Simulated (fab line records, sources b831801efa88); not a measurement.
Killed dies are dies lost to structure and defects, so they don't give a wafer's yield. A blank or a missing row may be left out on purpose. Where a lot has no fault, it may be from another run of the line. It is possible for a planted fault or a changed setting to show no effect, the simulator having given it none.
Which tool is to blame?	flow gf180mcu	Sampling: 14 lots, 42 wafers, 4 of 602 route steps

== WHAT EACH GAUGE READ, for each wafer ==
GF_HV_LDD_CD_MEAS_46: the cd target is 400 nm. Usual: 400.1 nm for cd nm, sd 2.7.
lot	measured	on	cd nm (nm)	flag
L440	day 12 22:26	cd sem-02	399.4 397.1 397.6	
L441	day 13 07:11	cd sem-02	398.1 399.0 399.5	
L442	day 13 11:24	cd sem-01	398.9 397.5 399.1	
L443	day 13 16:46	cd sem-02	402.6 403.0 404.3	
L444	day 14 03:32	cd sem-01	398.0 399.8 398.2	
L445	day 14 08:17	cd sem-01	394.3 395.5 396.6	
L446	day 14 19:02	cd sem-02	397.9 399.1 399.1	
L448	day 15 05:49	cd sem-01	398.9 398.2 399.8	
L449	day 15 12:58	cd sem-02	397.4 397.4 396.0	
L450	day 15 23:37	cd sem-01	399.6 402.7 401.8	
L451	day 16 05:55	cd sem-01	404.3 401.7 403.3	
L452	day 16 21:07	cd sem-02	400.0 400.7 401.6	
L457	day 18 08:56	cd sem-02	401.1 401.2 399.0	
L459	day 19 04:37	cd sem-01	403.5 402.9 405.0	

GF_PSD_RS_MEAS_15: measurement is done with a four-point probe. Usual: PSD_RS gives 108.60 ohm/sq (standard deviation 0.29).
lot	measured	on	PSD_RS (ohm/sq)	flag
L440	day 14 21:20	film metro-04	108.41 108.58 108.52	
L441	day 15 04:32	film metro-02	108.91 108.67 108.58	
L442	day 15 10:16	film metro-02	109.19 109.11 108.94	
L443	day 15 14:40	film metro-02	108.56 108.70 108.72	
L444	day 16 04:24	film metro-02	108.06 108.24 108.37	
L445	day 16 07:25	film metro-02	108.84 109.09 108.56	
L446	day 16 18:38	film metro-04	108.79 108.52 108.51	
L448	day 17 06:28	film metro-02	109.18 108.61 108.69	
L449	day 17 13:13	film metro-04	108.74 108.72 108.79	
L450	day 18 00:46	film metro-04	109.11 109.36 109.30	
L451	day 18 08:08	film metro-01	108.09 108.30 108.22	
L452	day 19 01:39	film metro-02	109.02 108.91 108.61	
L457	day 20 14:15	film metro-01	108.34 108.37 108.34	
L459	day 21 09:07	film metro-04	108.16 108.54 108.71	

== WHAT TOOL EACH LOT RAN ON (gives the tool, then ch and the chambers of the sampled wafers, and finally the start) ==
lot	GF_STI_ETCH_14	GF_POLY_GATE_SOFTBAKE_06
L440	rie si-02 ch 0,2,3, day 2 08:04	litho track-02 ch 0, day 9 07:00
L441	rie si-01 ch 1,2, day 2 14:17	litho track-04 ch 0, day 9 15:00
L442	rie si-02 ch 1,2,3, day 2 17:59	litho track-01 ch 0, day 9 19:00
L443	rie si-02 ch 0,1,3, day 2 22:14	litho track-01 ch 0, day 9 23:00
L444	rie si-01 ch 0,1,2, day 3 03:31	litho track-01 ch 0, day 10 09:00
L445	rie si-01 ch 0,2,3, day 3 08:11	litho track-01 ch 0, day 10 14:00
L446	rie si-01 ch 0,1,3, day 3 14:59	litho track-01 ch 0, day 10 23:00
L448	rie si-02 ch 1,2, day 4 00:11	litho track-04 ch 0, day 11 08:00
L449	rie si-02 ch 0,2,3, day 4 05:29	litho track-01 ch 0, day 11 16:00
L450	rie si-02 ch 0,2,3, day 4 10:28	litho track-04 ch 0, day 11 23:00
L451	rie si-02 ch 1,2, day 4 14:58	litho track-01 ch 0, day 12 06:00
L452	rie si-01 ch 0,1,2, day 4 21:32	litho track-04 ch 0, day 12 17:00
L457	rie si-02 ch 0,3, day 5 21:50	litho track-04 ch 0, day 14 00:00
L459	rie si-01 ch 1,2, day 6 09:32	litho track-04 ch 0, day 14 18:00
- GF_STI_ETCH_14: etches Si in HBr/Cl2/O2, target depth 360 nm, time 102.9 s.
- GF_POLY_GATE_SOFTBAKE_06: time 60 s.

== AS READ BY THE TOOLS THEMSELVES (means over the sampled wafers that have a number; for cases with no such wafer, the mark the record gives instead) ==
GF_STI_ETCH_14. Usual: bias w 150.1 W, standard deviation 0.47; chamber pressure mTorr 14.999 mTorr, standard deviation 0.015; drypump motor current A 5.8 A, standard deviation 0.54; oes product au 1.001 a.u., standard deviation 0.014; throttle valve pct 25.655 %, standard deviation 0.012.
lot	tool	bias w (W)	chamber pressure mTorr (mTorr)	drypump motor current A (A)	oes product au (a.u.)	throttle valve pct (%)	flag
L440	rie si-02	150.3	15.001	5.9	0.996	25.652	
L441	rie si-01	150.0	15.005	5.8	1.006	25.656	
L442	rie si-02	150.3	14.993	6.2	0.993	25.665	
L443	rie si-02	150.0	14.994	6.0	0.995	25.666	
L444	rie si-01	150.0	14.993	5.4	1.000	25.646	
L445	rie si-01	149.8	14.981	5.8	0.995	25.660	
L446	rie si-01	149.8	15.026	5.4	0.999	25.653	
L448	rie si-02	150.0	14.999	6.2	1.007	25.652	
L449	rie si-02	149.7	14.995	5.9	0.997	25.649	
L450	rie si-02	150.0	14.999	5.9	1.003	25.651	
L451	rie si-02	150.0	15.013	6.3	1.012	25.653	
L452	rie si-01	149.5	14.999	5.4	1.005	25.657	
L457	rie si-02	150.5	15.016	5.7	1.001	25.654	
L459	rie si-01	149.8	14.993	5.8	1.013	25.653	

GF_POLY_GATE_SOFTBAKE_06. Usual: heater power total W 93.06 W, standard deviation 0.057; run length s 89.25 s, standard deviation 0.2.
lot	tool	heater power total W (W)	run length s (s)	flag
L440	litho track-02	93.04	89.63	
L441	litho track-04	93.07	89.34	
L442	litho track-01	93.08	89.06	
L443	litho track-01	93.06	89.06	
L444	litho track-01	92.99	89.19	
L445	litho track-01	93.15	89.11	
L446	litho track-01	93.05	89.13	
L448	litho track-04	93.10	89.26	
L449	litho track-01	93.02	89.12	
L450	litho track-04	93.02	89.29	
L451	litho track-01	93.02	89.11	
L452	litho track-04	93.07	89.23	
L457	litho track-04	96.78	82.73	OFF
L459	litho track-04	96.79	82.74	OFF

== THE ANSWER, worked out from the rows above alone ==
Rule: a lot counts as off when the mean over its wafers that have a number is more than 3 standard deviations away from the usual mean. A lot without any number at a reading at which 4 lots or more have one is off too. Any other lot the step has rows for is counted as sound. Order of review: gauges by route order, followed by the tools' own readings, for which a lot's mean as printed above is used. At the first step where some lot is off, the reading lying furthest off is the one used; lots without a number count as furthest.
Off at GF_POLY_GATE_SOFTBAKE_06 (heater power total W): L457, L459.
A tool fits if, at that step or a process step before it, it ran every lot that is off, and no sound lot after the first of them. One fits: GF_POLY_GATE_SOFTBAKE_06 on litho track-04. Its last sound lot is L452 (day 12 17:00), its first lot that is off L457 (day 14 00:00): a fault that began between those two fits.
The tool's own readings at GF_POLY_GATE_SOFTBAKE_06 bear it out: on the lots that are off they differ by more than 5 times the standard deviation of the sound lots' means. heater power total W reads 96.78 W there against 93.06 W on the sound lots; run length s reads 82.73 s there against 89.21 s on the sound lots.

== WHAT HAD BEEN PUT IN BY THE SIMULATOR ==
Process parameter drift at GF_POLY_GATE_SOFTBAKE_06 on litho track-04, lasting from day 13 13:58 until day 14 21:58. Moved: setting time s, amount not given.
Lots struck among those shown: L457, L459. The same result came from the rule above.
